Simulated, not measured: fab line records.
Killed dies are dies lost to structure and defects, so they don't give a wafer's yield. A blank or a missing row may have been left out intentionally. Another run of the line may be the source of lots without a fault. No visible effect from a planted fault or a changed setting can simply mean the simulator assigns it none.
fab line records	flow gf180mcu
record: lots: 12	wafers: 36	last-day: 34
route steps=602 shown V4@501 MIM@505 PASSIVATION@600
lots that met no fault: taken from a fault-free run of the same line
start-h: the number of hours between the record's first day and the start of the first shown wafer of the lot	wait-h: time in hours since the lot's previous step	" same as the row above	L1.1+2: a single row standing in for several wafers	- no value present, or no start provided	* or withheld: withheld	< > ~ a bound
route shown NAME@n: NAME is a module with steps in the file, n the number in the route of the first one	usual: mean/standard deviation of fault-free wafers	same: alike in all rows	chamber/n: place in a boat	sites: per-site readings	_std_site: standard deviation across them	_edge_site: the outer-site mean with the inner-site mean subtracted	radius-mm: how far each site lies from the wafer's centre	mask NAME#n: copy n	behind: tool/chamber where the wafer was last shaped	hold: reason for holding the lot/hours on hold/outcome of the hold	device: names the non-switching transistor (n, p or np)	end of line: the tests these same wafers got at the end of their route	a step given without rows: its recipe and nothing more	killed: count of dies lost to structure and defects at first sort (not the wafer's yield)	map: shows each die of a wafer: x if killed, . if not, _ if none is there
set.NAME: the setting the step ran with; set.NAME@STEP: the setting that earlier step ran with	model.NAME: the simulator's own value behind a step, which no gauge read
a sample of lots followed through the steps of the route, with each step as a table and each wafer as a row
services: the hour from which a tool's chamber was out of use, counted from the record's first day as start-h (under 0 if before that day), plus the number of hours and why
== steps ==
step: GF_V4_THK_MEAS_25
recipe: thk-meas-gauge: xrf	reads: W_of_V4_CVD_23
usual: V4_W_THK: 355/6
lot.wafer	tool	chamber	start-h	wait-h	V4_W_THK[nm]
L974.1	film-metro-04	-	584.36	0.1	361
L974.5	"	-	"	"	349
L974.6	"	-	"	"	361
L975.1	film-metro-01	-	587.65	0.1	363
L975.5	"	-	"	"	366
L975.6	"	-	"	"	355
L976.1	film-metro-02	-	593.58	0.1	355
L976.3	"	-	"	"	356
L976.4	"	-	"	"	361
L985.1	film-metro-04	-	667.38	0.1	359
L985.3	"	-	"	"	360
L985.4	"	-	"	"	349
L986.1	film-metro-02	-	673.30	0.1	360
L986.2	"	-	"	"	351
L986.3	"	-	"	"	358
L987.1	film-metro-04	-	679.79	0.1	347
L987.2	"	-	"	"	353
L987.5	"	-	"	"	346
L988.2	film-metro-02	-	686.02	0.1	360
L988.3	"	-	"	"	354
L988.5	"	-	"	"	353
L990.2	film-metro-04	-	699.26	0.1	358
L990.3	"	-	"	"	358
L990.6	"	-	"	"	357
L991.3	film-metro-01	-	707.52	0.1	363
L991.4	"	-	"	"	346
L991.6	"	-	"	"	367
L992.3	film-metro-04	-	714.16	0.1	350
L992.4	"	-	"	"	352
L992.6	"	-	"	"	352
L994.2	film-metro-01	-	722.19	0.1	347
L994.3	"	-	"	"	346
L994.6	"	-	"	"	361
L995.2	film-metro-02	-	729.72	0.1	353
L995.4	"	-	"	"	360
L995.6	"	-	"	"	357
step: GF_MIM_SPUTTER_02
recipe: material: AlCu	target-thk-nm: 450	power-w: 10600	time-s: 23.9	chamber-pressure-pa: 0.4
usual: throttle-valve-pct: 29.9/0.56
lot.wafer	tool	chamber	start-h	wait-h	throttle-valve-pct
L974.1	pvd-sputter-03	-	585.08	0.0	29.1
L974.5	"	-	"	"	29.1
L974.6	"	-	"	"	30.1
L975.1	pvd-sputter-03	-	588.14	0.0	29.1
L975.5	"	-	"	"	29.8
L975.6	"	-	"	"	29.1
L976.1	pvd-sputter-01	-	594.07	0.0	29.5
L976.3	"	-	"	"	31.2
L976.4	"	-	"	"	29.4
L985.1	pvd-sputter-01	-	667.87	0.0	29.8
L985.3	"	-	"	"	29.4
L985.4	"	-	"	"	29.6
L986.1	pvd-sputter-01	-	673.79	0.0	31.0
L986.2	"	-	"	"	29.6
L986.3	"	-	"	"	29.4
L987.1	pvd-sputter-04	-	680.28	0.0	29.5
L987.2	"	-	"	"	30.3
L987.5	"	-	"	"	29.3
L988.2	pvd-sputter-03	-	686.50	0.0	30.4
L988.3	"	-	"	"	29.5
L988.5	"	-	"	"	29.7
L990.2	pvd-sputter-01	-	699.74	0.0	29.6
L990.3	"	-	"	"	29.6
L990.6	"	-	"	"	29.8
L991.3	pvd-sputter-01	-	707.99	0.0	29.4
L991.4	"	-	"	"	29.2
L991.6	"	-	"	"	29.4
L992.3	pvd-sputter-03	-	714.63	0.0	30.0
L992.4	"	-	"	"	29.6
L992.6	"	-	"	"	29.4
L994.2	pvd-sputter-01	-	722.68	0.0	29.4
L994.3	"	-	"	"	31.1
L994.6	"	-	"	"	29.8
L995.2	pvd-sputter-04	-	730.20	0.0	30.0
L995.4	"	-	"	"	30.1
L995.6	"	-	"	"	29.8
step: GF_MIM_SPUTTER_03
recipe: material: Ti	target-thk-nm: 10	substrate-temp-c: 300	chamber-pressure-pa: 0.3	power-w: 3000	time-s: 6.7
usual: throttle-valve-pct: 29.9/0.56
lot.wafer	tool	chamber	start-h	wait-h	throttle-valve-pct
L974.1	pvd-sputter-03	-	585.11	0.0	29.1
L974.5	"	-	"	"	28.8
L974.6	"	-	"	"	30.1
L975.1	pvd-sputter-03	-	588.17	0.0	29.2
L975.5	"	-	"	"	30.2
L975.6	"	-	"	"	29.1
L976.1	pvd-sputter-01	-	594.10	0.0	29.3
L976.3	"	-	"	"	31.1
L976.4	"	-	"	"	29.5
L985.1	pvd-sputter-01	-	667.90	0.0	29.6
L985.3	"	-	"	"	29.3
L985.4	"	-	"	"	29.6
L986.1	pvd-sputter-01	-	673.82	0.0	31.0
L986.2	"	-	"	"	29.6
L986.3	"	-	"	"	29.4
L987.1	pvd-sputter-04	-	680.31	0.0	29.3
L987.2	"	-	"	"	30.4
L987.5	"	-	"	"	29.4
L988.2	pvd-sputter-03	-	686.53	0.0	30.3
L988.3	"	-	"	"	29.4
L988.5	"	-	"	"	29.7
L990.2	pvd-sputter-01	-	699.77	0.0	29.5
L990.3	"	-	"	"	29.5
L990.6	"	-	"	"	29.7
L991.3	pvd-sputter-01	-	708.02	0.0	29.5
L991.4	"	-	"	"	29.7
L991.6	"	-	"	"	29.3
L992.3	pvd-sputter-03	-	714.66	0.0	30.1
L992.4	"	-	"	"	29.6
L992.6	"	-	"	"	29.4
L994.2	pvd-sputter-01	-	722.70	0.0	29.4
L994.3	"	-	"	"	31.1
L994.6	"	-	"	"	29.7
L995.2	pvd-sputter-04	-	730.23	0.0	30.2
L995.4	"	-	"	"	30.4
L995.6	"	-	"	"	29.9
step: GF_PASSIVATION_ANNEAL_13
recipe: temp-c: 400	time-s: 1800	ambient: N2/H2	idle-temp-c: 300	ramp-up-c-per-min: 10	ramp-down-c-per-min: 3
usual: ramp-down-c-per-min: 3.0000/0.00059	ramp-up-c-per-min: 9.9999/0.0018	zone-power-upper-pct: 4.03/0.044
lot.wafer	tool	chamber	start-h	wait-h	ramp-down-c-per-min	ramp-up-c-per-min	zone-power-upper-pct
L974.1	furnace-01	0	693.11	2.4	2.9996	10.001	4.14
L974.5	"	0	"	"	3.0008	9.9991	4.04
L974.6	"	0	"	"	3.0000	9.9987	4.04
L975.1	furnace-01	-	694.61	1.5	-	-	-
L975.5	"	-	"	"	-	-	-
L975.6	"	-	"	"	-	-	-
L976.1	furnace-01	-	697.39	0.1	-	-	-
L976.3	"	-	"	"	-	-	-
L976.4	"	-	"	"	-	-	-
L985.1	furnace-01	0	762.61	0.1	2.9993	9.9978	4.01
L985.3	"	0	"	"	2.9995	9.9976	4.06
L985.4	"	0	"	"	2.9994	10.001	4.05
L986.1	furnace-01	0	766.71	0.1	2.9994	10.003	3.95
L986.2	"	0	"	"	2.9996	10.003	4.10
L986.3	"	0	"	"	3.0005	10.001	3.99
L987.1	furnace-02	0	773.76	0.1	2.9991	10.000	4.08
L987.2	"	0	"	"	3.0004	10.001	3.98
L987.5	"	0	"	"	2.9998	10.002	3.97
L988.2	furnace-01	0	778.06	0.1	3.0002	9.9979	4.04
L988.3	"	0	"	"	3.0003	10.001	4.08
L988.5	"	0	"	"	2.9984	10.002	4.04
L990.2	furnace-01	0	788.76	0.1	3.0007	9.9988	4.05
L990.3	"	0	"	"	2.9999	10.001	3.94
L990.6	"	0	"	"	2.9996	10.001	4.12
L991.3	furnace-02	0	795.41	0.0	2.9996	9.9989	4.03
L991.4	"	0	"	"	3.0014	9.9971	4.03
L991.6	"	0	"	"	2.9999	9.9995	4.01
L992.3	furnace-01	0	801.14	0.0	3.0006	9.9980	4.02
L992.4	"	0	"	"	2.9994	10.003	3.99
L992.6	"	0	"	"	3.0004	9.9987	4.06
L994.2	furnace-01	0	808.61	0.1	3.0009	10.002	4.00
L994.3	"	0	"	"	3.0004	10.002	4.04
L994.6	"	0	"	"	3.0002	9.9999	4.04
L995.2	furnace-02	0	814.51	0.1	3.0007	10.002	4.03
L995.4	"	0	"	"	3.0002	9.9997	3.94
L995.6	"	0	"	"	3.0005	9.9990	3.95
step: GF_PASSIVATION_BOW_MEAS_14
recipe: mode: bow
usual: PASSIVATION_BOW: 134/10
lot.wafer	tool	chamber	start-h	wait-h	PASSIVATION_BOW[um]
L974.1	film-metro-04	-	694.61	0.0	129
L974.5	"	-	"	"	121
L974.6	"	-	"	"	130
L975.1	film-metro-02	-	696.11	0.0	203
L975.5	"	-	"	"	207
L975.6	"	-	"	"	197
L976.1	film-metro-02	-	698.95	0.1	221
L976.3	"	-	"	"	231
L976.4	"	-	"	"	221
L985.1	film-metro-01	-	764.11	0.0	127
L985.3	"	-	"	"	124
L985.4	"	-	"	"	129
L986.1	film-metro-01	-	768.21	0.0	138
L986.2	"	-	"	"	124
L986.3	"	-	"	"	141
L987.1	film-metro-04	-	775.26	0.0	149
L987.2	"	-	"	"	140
L987.5	"	-	"	"	135
L988.2	film-metro-04	-	779.58	0.0	128
L988.3	"	-	"	"	134
L988.5	"	-	"	"	120
L990.2	film-metro-01	-	790.28	0.0	130
L990.3	"	-	"	"	133
L990.6	"	-	"	"	142
L991.3	film-metro-04	-	796.95	0.0	150
L991.4	"	-	"	"	142
L991.6	"	-	"	"	150
L992.3	film-metro-02	-	802.68	0.0	124
L992.4	"	-	"	"	128
L992.6	"	-	"	"	132
L994.2	film-metro-02	-	810.13	0.0	133
L994.3	"	-	"	"	138
L994.6	"	-	"	"	130
L995.2	film-metro-01	-	816.03	0.0	123
L995.4	"	-	"	"	127
L995.6	"	-	"	"	131
== services ==
tool	chamber	start-h	hours	kind
furnace-02	-	563.40	4.4	pm
pvd-sputter-01	2	579.27	-	consumable-replace:kit
pvd-sputter-01	2	579.27	18.0	scheduled-down
pvd-sputter-01	2	579.27	18.0	vent-cycle
furnace-01	-	582.59	2.5	pm
furnace-02	-	597.05	4.2	pm
pvd-sputter-04	-	672.20	1.4	repair
furnace-02	-	676.69	33.2	pm
pvd-sputter-01	1	679.64	-	consumable-replace:kit
pvd-sputter-01	1	679.64	18.0	scheduled-down
pvd-sputter-01	1	679.64	18.0	vent-cycle
pvd-sputter-03	3	680.56	-	consumable-replace:kit
furnace-01	-	709.94	3.5	pm
furnace-01	-	719.34	3.3	pm
pvd-sputter-04	-	724.92	1.2	repair
furnace-02	-	738.93	16.4	repair
pvd-sputter-01	0	756.08	-	consumable-replace:kit
pvd-sputter-04	1	764.81	-	consumable-replace:kit
pvd-sputter-04	1	764.81	18.0	scheduled-down
furnace-02	-	765.05	3.8	pm
pvd-sputter-03	2	780.40	-	consumable-replace:kit
pvd-sputter-03	2	780.40	18.0	scheduled-down
pvd-sputter-03	2	780.40	18.0	vent-cycle
pvd-sputter-03	-	797.69	3.9	repair
== key ==
first-sign: step: GF_PASSIVATION_ANNEAL_13	reading: tool-record	direction: missing
effect: step: GF_PASSIVATION_BOW_MEAS_14	reading: PASSIVATION_BOW	direction: up	sigmas: 7.9	usual: 134	struck: 213
met-at GF_PASSIVATION_ANNEAL_13
struck-lots L975,L976
not-acting-at GF_V4_THK_MEAS_25,GF_MIM_SPUTTER_02,GF_MIM_SPUTTER_03
onset-between 693.11 694.61
fault: kind: skipped-step-whole	tool: furnace-01	chamber: -	onset-h: 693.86	steps: GF_PASSIVATION_ANNEAL_13	scope: struck-lots-only
